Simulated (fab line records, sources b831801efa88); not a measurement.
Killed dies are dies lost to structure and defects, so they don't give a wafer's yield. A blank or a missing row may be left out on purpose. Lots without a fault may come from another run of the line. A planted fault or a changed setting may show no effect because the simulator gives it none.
A struck lot beside a sound one | flow gf180mcu | 14 steps out of a route of 602
Sound: wafers L817.4, L817.5, L817.6. Struck: wafers L822.3, L822.4, L822.6. The cause comes at the end.
At each step with rows: each side's tool, then ch and its chambers, then its first start. Under that, the readings that differ: sound wafers | struck wafers | difference of the means | sigmas: that difference in standard deviations of wafers without a fault.
alike: readings whose means differ by less than 2 such deviations, and words and numbers that are the same on both sides. not compared: withheld readings, readings that some wafer has no value for, bounds like >300 that may hide the same value, and numbers for which the record gives no deviation and whose values overlap.
The two part at a step that has a row with sigmas, a row that says differs or no value, or rows on one side only. Numbers that don't overlap but have no deviation are shown without sigmas and don't part them. A reading that every wafer of one side lacks parts them only if that side has two wafers or more.

GF_HV_LDD_CD_MEAS_46: target cd 400 nm.
  sound on cd_sem-01, day 16 11:52; struck on cd_sem-02, day 18 03:47
  alike: cd_nm
GF_HV_LDD_OVL_MEAS_47:
  sound on overlay-01, day 16 11:56; struck on overlay-02, day 18 03:53
  alike: HV_LDD_03_OVL
then, 1 step without rows for these wafers: GF_HV_LDD_IMPLANT_48.
GF_HV_LDD_STRIP_49: strips in O2/N2.
  sound on plasma_asher-04 ch 0,1, day 16 12:08; struck on plasma_asher-02 ch 0,1, day 18 04:05
  alike: drypump_motor_current_A, heater_power_w, o2_flow_sccm, oes_product_au, strip_time_to_endpoint_s
  not compared: rf_hours_counter_h
GF_HV_LDD_TW_MEAS_50:
  sound on film_metro-01, day 16 12:14; struck on film_metro-02, day 18 04:11
  alike: HV_LDD_4_TW
then, 1 step without rows for these wafers: GF_HV_LDD_CLEAN_51 (cleans in SC1/SC2, time 150 s).
GF_HV_LDD_RTA_52: time 10.27 s.
  sound on rtp_anneal-01 ch 0, day 16 12:21; struck on rtp_anneal-01 ch 0, day 18 04:17
  alike: lamp_power_pct, wafer_temp_C_max
GF_HV_LDD_RS_MEAS_53: measures by four-point-probe.
  sound on film_metro-03, day 16 12:26; struck on film_metro-01, day 18 04:22
  alike: HV_LDD_RS
then, 1 step without rows for these wafers: GF_HV_LDD_CVD_54 (deposits SiO2 from TEOS, target thk 10 nm, time 75 s).
GF_HV_LDD_THK_MEAS_55:
  sound on film_metro-02, day 16 13:33; struck on film_metro-01, day 18 05:32
  alike: HV_LDD_CVD_54_THK
then, 1 step without rows for these wafers: GF_HV_LDD_CVD_56 (deposits Si3N4 from DCS/NH3, target thk 90 nm, time 1543 s).
GF_HV_LDD_THK_MEAS_57:
  sound on film_metro-02, day 16 15:02; struck on film_metro-01, day 18 07:02
  alike: HV_LDD_CVD_56_THK
GF_HV_LDD_ETCHBACK_58: etches Si3N4 in CH3F/O2, stops on SiO2, time 100 s, target depth 90 nm.
  sound on rie_diel-04 ch 0,3, day 16 15:04; struck on rie_diel-01 ch 0,1,3, day 18 07:04
  reading                                 | sound             | struck            | difference | sigmas
  oes_product_au (a.u.)                   | 0.841 0.840 0.855 | 1.013 1.017 0.989 | +0.161     | +29
  run_length_s (s)                        | 128.8 129.3 127.8 | 102.3 101.3 101.6 | -26.9      | -54
  model.etch.depth_nm (nm)                | 90.97 91.22 91.27 | 87.83 90.01 86.59 | -3.01      |
  model.SiO2_of_HV_LDD_CVD_54.thk_nm (nm) | 7.586 7.593 7.56  | 8.454 8.5 8.578   | +0.931     |
  alike: O2_flow_sccm, drypump_motor_current_A, throttle_valve_pct
  not compared: rf_hours_counter_h
-- the record jumps here: 16 days lie between the struck wafers' starts before and after (it left off in module HV_LDD and takes up again in module PASSIVATION, whose first step shown is number 602 of the route) --
GF_PASSIVATION_PROBE_99:
  the record has rows for the struck wafers here (prober-01, day 33 19:50) and none for the sound ones

WHERE THEY PART
First at GF_HV_LDD_ETCHBACK_58; last, within this record, at GF_PASSIVATION_PROBE_99.

WHY: what the simulator had put in
Process parameter drift: rie_diel-01, from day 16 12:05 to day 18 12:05, at GF_HV_LDD_ETCHBACK_58. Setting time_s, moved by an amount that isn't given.
